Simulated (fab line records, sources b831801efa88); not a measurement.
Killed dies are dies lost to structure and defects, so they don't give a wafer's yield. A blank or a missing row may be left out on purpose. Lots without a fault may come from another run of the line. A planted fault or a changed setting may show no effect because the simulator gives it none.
Which tool did it? | flow sky130 | 11 lots, 33 wafers sampled, at 4 steps of a route of 708

WHAT THE GAUGES READ, wafer by wafer
SKY_GATE_OXIDE_THK_MEAS_02.
lot  | measured     | on            | GATE_OXIDE_OXIDATION_00_THK (nm)
L196 | day 12 15:31 | film_metro-03 | 10.05 9.98 10.15
L197 | day 13 02:35 | film_metro-04 | 10.25 10.14 10.33
L198 | day 13 11:29 | film_metro-04 | 10.13 10.39 10.15
L203 | day 15 05:11 | film_metro-03 | 10.20 10.21 10.25
L207 | day 17 01:02 | film_metro-02 | 5.89 5.89 5.75
L208 | day 17 01:00 | film_metro-04 | 5.56 5.52 5.40
L213 | day 18 13:17 | film_metro-03 | 10.44 10.27 10.42
L214 | day 19 05:53 | film_metro-03 | 10.48 10.54 10.39
L217 | day 20 11:16 | film_metro-04 | 10.18 10.34 10.33
L218 | day 21 05:04 | film_metro-03 | 10.37 10.33 10.32
L219 | day 21 05:37 | film_metro-03 | 10.06 10.09 10.29

SKY_CONTACT_RS_MEAS_25: measures by four-point-probe.
lot  | measured     | on            | CONTACT_W_RS (ohm/sq)
L196 | day 31 13:19 | film_metro-01 | 0.341 0.338 0.333
L197 | day 31 19:36 | film_metro-01 | 0.343 0.341 0.347
L198 | day 32 04:24 | film_metro-03 | 0.340 0.343 0.340
L203 | day 34 05:22 | film_metro-02 | 0.334 0.338 0.350
L207 | day 35 21:04 | film_metro-03 | 0.341 0.345 0.342
L208 | day 35 14:47 | film_metro-02 | 0.342 0.336 0.340
L213 | day 37 03:10 | film_metro-01 | 0.352 0.344 0.343
L214 | day 37 14:52 | film_metro-01 | 0.340 0.354 0.346
L217 | day 38 18:12 | film_metro-01 | 0.346 0.331 0.347
L218 | day 39 10:10 | film_metro-02 | 0.349 0.348 0.346
L219 | day 39 09:52 | film_metro-03 | 0.340 0.351 0.348

SKY_VIA1_CD_MEAS_12: target cd 150 nm.
lot  | measured     | on        | cd_nm (nm)
L196 | day 33 23:41 | cd_sem-01 | 149.5 148.1 149.8
L197 | day 34 04:27 | cd_sem-01 | 150.4 151.7 151.3
L198 | day 34 12:31 | cd_sem-02 | 147.0 147.3 146.4
L203 | day 36 12:34 | cd_sem-01 | 149.5 151.3 151.0
L207 | day 38 04:08 | cd_sem-01 | 151.7 154.4 152.5
L208 | day 37 21:13 | cd_sem-01 | 149.8 152.6 151.3
L213 | day 39 08:44 | cd_sem-02 | 148.3 149.3 149.6
L214 | day 39 19:34 | cd_sem-01 | 148.5 146.3 147.5
L217 | day 40 22:16 | cd_sem-01 | 148.5 148.0 147.8
L218 | day 41 13:52 | cd_sem-01 | 148.3 149.8 148.4
L219 | day 41 13:13 | cd_sem-01 | 147.1 146.9 147.0

WHICH TOOL RAN EACH LOT (tool, then ch and the chambers of the sampled wafers, then the start)
lot  | SKY_GATE_OXIDE_OXIDATION_01
L196 | furnace-02 ch 0, day 12 14:07
L197 | furnace-02 ch 0, day 13 01:10
L198 | furnace-01 ch 0, day 13 10:04
L203 | furnace-01 ch 0, day 15 03:46
L207 | furnace-02 ch 0, day 16 23:35
L208 | furnace-02 ch 0, day 16 23:35
L213 | furnace-01 ch 0, day 18 11:52
L214 | furnace-01 ch 0, day 19 04:28
L217 | furnace-02 ch 0, day 20 09:51
L218 | furnace-02 ch 0, day 21 03:39
L219 | furnace-01 ch 0, day 21 04:11
- SKY_GATE_OXIDE_OXIDATION_01: stabilise 600 s, purge 300 s, target thk 10.268 nm.

WHAT THE TOOLS THEMSELVES READ (means of the sampled wafers that have a number; where no wafer has one, the mark that the record gives instead)
SKY_GATE_OXIDE_OXIDATION_01.
lot  | tool       | zone_power_upper_pct (%)
L196 | furnace-02 | 19.5
L197 | furnace-02 | 19.2
L198 | furnace-01 | 14.1
L203 | furnace-01 | 14.3
L207 | furnace-02 | 19.1
L208 | furnace-02 | 19.3
L213 | furnace-01 | 14.3
L214 | furnace-01 | 14.2
L217 | furnace-02 | 19.3
L218 | furnace-02 | 19.2
L219 | furnace-01 | 14.3

THE ANSWER, worked out from the rows above alone
Rule: what is usual is taken from the lots themselves. Put in order of their means at a reading, lots are off if they are a third of the lots or fewer, leave a main group of 4 or more, and stand apart from it by a gap of 3 or more times the standard deviation of the main group's means; of several such gaps the widest counts. A main group whose means are all the same, to the digits that the tables above print for the reading, isn't used. A lot without any number at a reading at which 4 lots or more have one is off too. The other lots that the step has rows for count as sound. The gauges are gone through in route order, then the tools' own readings, and for those a lot's mean is taken as printed above. The first step at which some lot is off is used, and at that step the reading that is off furthest; a lot without a number counts as furthest.
Off: L207, L208, at SKY_GATE_OXIDE_THK_MEAS_02 (GATE_OXIDE_OXIDATION_00_THK). The main group: mean 10.26 nm, standard deviation 0.12.
A tool fits if, at a process step before that reading, it ran every lot that is off, and no sound lot after the first of them. The gauges at SKY_GATE_OXIDE_THK_MEAS_02 are tried like those tools. None of those tried fits.

WHAT THE SIMULATOR HAD PUT IN
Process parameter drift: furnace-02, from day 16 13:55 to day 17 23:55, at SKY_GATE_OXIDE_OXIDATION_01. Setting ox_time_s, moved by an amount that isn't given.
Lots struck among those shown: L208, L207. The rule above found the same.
